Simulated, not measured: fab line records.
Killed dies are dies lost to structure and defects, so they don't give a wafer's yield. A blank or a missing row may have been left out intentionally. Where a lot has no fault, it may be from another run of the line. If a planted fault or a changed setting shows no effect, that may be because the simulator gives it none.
Which tool did it? | flow sky130 | 11 lots, 33 wafers sampled, at 6 steps of a route of 708

## WHAT THE GAUGES READ, wafer by wafer
SKY_METAL1_CD_MEAS_15: the cd target is 140 nm. Usual: cd_nm reads 140.0 nm (standard deviation 1.7).
lot  | measured     | on        | cd_nm (nm)        | flag
L158 | day 32 20:50 | cd_sem-01 | 137.8 138.0 136.8 |
L159 | day 33 02:25 | cd_sem-01 | 137.7 138.8 139.2 |
L160 | day 33 20:23 | cd_sem-01 | 138.6 139.7 140.9 |
L163 | day 34 19:48 | cd_sem-01 | 140.6 140.6 142.1 |
L165 | day 35 01:41 | cd_sem-01 | 138.3 138.7 139.3 |
L166 | day 35 08:17 | cd_sem-01 | 140.5 141.3 139.6 |
L172 | day 37 07:05 | cd_sem-02 | 139.8 139.8 138.9 |
L173 | day 37 11:13 | cd_sem-02 | 141.3 142.0 139.8 |
L174 | day 37 20:59 | cd_sem-02 | 140.2 140.2 138.8 |
L177 | day 38 20:13 | cd_sem-01 | 141.3 142.9 140.8 |
L181 | day 39 20:04 | cd_sem-02 | 141.6 142.4 142.3 |

SKY_VIA1_OVL_MEAS_13. Usual: VIA1_OVL gives 4 nm (standard deviation 5.1).
lot  | measured     | on         | VIA1_OVL (nm) | flag
L158 | day 34 00:41 | overlay-02 | 4 1 5         |
L159 | day 34 06:53 | overlay-01 | 4 -3 0        |
L160 | day 35 00:30 | overlay-01 | 2 10 2        |
L163 | day 35 23:21 | overlay-02 | 4 -1 1        |
L165 | day 36 05:23 | overlay-01 | 3 14 0        |
L166 | day 36 12:10 | overlay-02 | 2 17 3        |
L172 | day 38 09:59 | overlay-01 | -2 -1 1       |
L173 | day 38 14:50 | overlay-02 | -2 -4 -1      |
L174 | day 39 00:45 | overlay-02 | 4 3 3         |
L177 | day 39 22:24 | overlay-02 | 8 -3 4        |
L181 | day 40 22:02 | overlay-01 | 2 8 8         |

SKY_METAL2_RS_MEAS_05: a four-point-probe measurement. Usual: METAL2_ALCU_RS gives 0.1270 ohm/sq (standard deviation 0.0018).
lot  | measured     | on            | METAL2_ALCU_RS (ohm/sq)                   | flag
L158 | day 34 02:14 | film_metro-03 | 0.1258 0.1285 0.1231                      |
L159 | day 34 08:23 | film_metro-04 | 0.1278 0.1239 0.1232                      |
L160 | day 35 02:02 | film_metro-04 | 0.1259 0.1246 0.1276                      |
L163 | day 36 00:53 | film_metro-04 | 0.1255 0.1252 0.1244                      |
L165 | day 36 06:53 | film_metro-04 | 0.1275 0.1250 0.1246                      |
L166 | day 36 13:44 | film_metro-04 | 0.1249 0.1252 0.1258                      |
L172 | day 38 11:29 | film_metro-03 | 0.1263 0.1265 0.1267 0.1263 0.1267 0.1268 |
L173 | day 38 16:19 | film_metro-03 | 0.1281 0.1296 0.1277 0.1280 0.1295 0.1278 |
L174 | day 39 02:17 | film_metro-01 | 0.1237 0.1278 0.1240                      |
L177 | day 39 23:56 | film_metro-03 | 0.1265 0.1293 0.1274                      |
L181 | day 40 23:35 | film_metro-04 | 0.1268 0.1275 0.1263                      |

SKY_METAL2_THK_MEAS_06: measures by xrf. Usual: METAL2_ALCU_THK gives 249 nm (standard deviation 3.8).
lot  | measured     | on            | METAL2_ALCU_THK (nm)    | flag
L158 | day 34 02:21 | film_metro-03 | 251 246 255             |
L159 | day 34 08:30 | film_metro-04 | 249 257 257             |
L160 | day 35 02:08 | film_metro-04 | 253 254 248             |
L163 | day 36 00:59 | film_metro-04 | 251 252 255             |
L165 | day 36 07:00 | film_metro-04 | 249 253 253             |
L166 | day 36 13:49 | film_metro-04 | 254 251 251             |
L172 | day 38 13:08 | film_metro-03 | 250 225 225 247 227 228 | OFF
L173 | day 38 19:53 | film_metro-03 | 246 224 224 246 223 224 | OFF
L174 | day 39 02:24 | film_metro-01 | 256 249 257             |
L177 | day 40 00:02 | film_metro-03 | 249 243 248             |
L181 | day 40 23:42 | film_metro-04 | 249 247 250             |

## TOOL THAT RAN EACH LOT (tool first, then ch and the chambers of the sampled wafers, then the start)
lot  | SKY_METAL2_SPUTTER_01        | SKY_METAL2_SPUTTER_04
L158 | pvd_sputter-01, day 34 02:07 | pvd_sputter-01, day 34 02:11
L159 | pvd_sputter-01, day 34 08:16 | pvd_sputter-01, day 34 08:20
L160 | pvd_sputter-01, day 35 01:52 | pvd_sputter-01, day 35 01:56
L163 | pvd_sputter-01, day 36 00:43 | pvd_sputter-01, day 36 00:47
L165 | pvd_sputter-03, day 36 06:46 | pvd_sputter-03, day 36 06:49
L166 | pvd_sputter-02, day 36 13:33 | pvd_sputter-02, day 36 13:37
L172 | pvd_sputter-01, day 38 11:22 | pvd_sputter-01, day 38 11:26
L173 | pvd_sputter-01, day 38 16:12 | pvd_sputter-01, day 38 16:16
L174 | pvd_sputter-03, day 39 02:10 | pvd_sputter-03, day 39 02:14
L177 | pvd_sputter-03, day 39 23:47 | pvd_sputter-03, day 39 23:51
L181 | pvd_sputter-03, day 40 23:28 | pvd_sputter-03, day 40 23:32
- SKY_METAL2_SPUTTER_01: material TiN, target thk 20 nm, time 16.7 s.
- SKY_METAL2_SPUTTER_04: material TiN, target thk 70 nm, time 58.3 s.

## WHAT THE TOOLS THEMSELVES READ (means of the sampled wafers that have a number; where no wafer has one, the mark that the record gives instead)
SKY_METAL2_SPUTTER_01. Usual: cathode_dc_power_W 6500.0 W, standard deviation 1.3; throttle_valve_pct 29.6 %, standard deviation 0.71.
lot  | tool           | cathode_dc_power_W (W) | throttle_valve_pct (%) | flag
L158 | pvd_sputter-01 | 6500.0                 | 29.5                   |
L159 | pvd_sputter-01 | 6500.7                 | 30.0                   |
L160 | pvd_sputter-01 | 6499.7                 | 29.9                   |
L163 | pvd_sputter-01 | 6499.2                 | 30.5                   |
L165 | pvd_sputter-03 | 6498.3                 | 29.4                   |
L166 | pvd_sputter-02 | 6500.4                 | 29.5                   |
L172 | pvd_sputter-01 | 6499.3                 | 29.2                   |
L173 | pvd_sputter-01 | 6498.5                 | 29.3                   |
L174 | pvd_sputter-03 | 6499.9                 | 29.5                   |
L177 | pvd_sputter-03 | 6500.5                 | 29.5                   |
L181 | pvd_sputter-03 | 6500.4                 | 29.6                   |

SKY_METAL2_SPUTTER_04. Usual: cathode_dc_power_W 6500.1 W, standard deviation 1.1; throttle_valve_pct 29.6 %, standard deviation 0.71.
lot  | tool           | cathode_dc_power_W (W) | throttle_valve_pct (%) | flag
L158 | pvd_sputter-01 | 6500.7                 | 29.7                   |
L159 | pvd_sputter-01 | 6500.8                 | 30.2                   |
L160 | pvd_sputter-01 | 6499.8                 | 30.1                   |
L163 | pvd_sputter-01 | 6500.0                 | 30.6                   |
L165 | pvd_sputter-03 | 6499.7                 | 29.4                   |
L166 | pvd_sputter-02 | 6499.1                 | 29.6                   |
L172 | pvd_sputter-01 | 6500.2                 | 29.1                   |
L173 | pvd_sputter-01 | 6499.4                 | 29.2                   |
L174 | pvd_sputter-03 | 6500.9                 | 29.5                   |
L177 | pvd_sputter-03 | 6500.9                 | 29.6                   |
L181 | pvd_sputter-03 | 6500.9                 | 29.6                   |

## THE ANSWER, worked out from the rows above alone
Rule: take the mean of a lot's wafers that have a number; if it is more than 3 standard deviations from the usual mean, the lot is off. Also off: a lot with no number at a reading for which 4 or more lots have one. The other lots that the step has rows for count as sound. First the gauges in route order, then the tools' own readings, where a lot's mean is used as printed above. At the first step where some lot is off, the reading lying furthest off is the one used; lots without a number count as furthest.
Off: L172, L173, at SKY_METAL2_THK_MEAS_06 (METAL2_ALCU_THK).
If a tool, at a process step before that reading, ran all the lots that are off and no sound lot after the first of them, it fits. Those tools and the gauges at SKY_METAL2_THK_MEAS_06 are tried in the same way. One fits: SKY_METAL2_SPUTTER_01 and SKY_METAL2_SPUTTER_04 on pvd_sputter-01. At SKY_METAL2_SPUTTER_01 its last sound lot is L163 (day 36 00:43), its first lot that is off L172 (day 38 11:22): a fault that began between those two fits.

## WHAT THE SIMULATOR PUT IN
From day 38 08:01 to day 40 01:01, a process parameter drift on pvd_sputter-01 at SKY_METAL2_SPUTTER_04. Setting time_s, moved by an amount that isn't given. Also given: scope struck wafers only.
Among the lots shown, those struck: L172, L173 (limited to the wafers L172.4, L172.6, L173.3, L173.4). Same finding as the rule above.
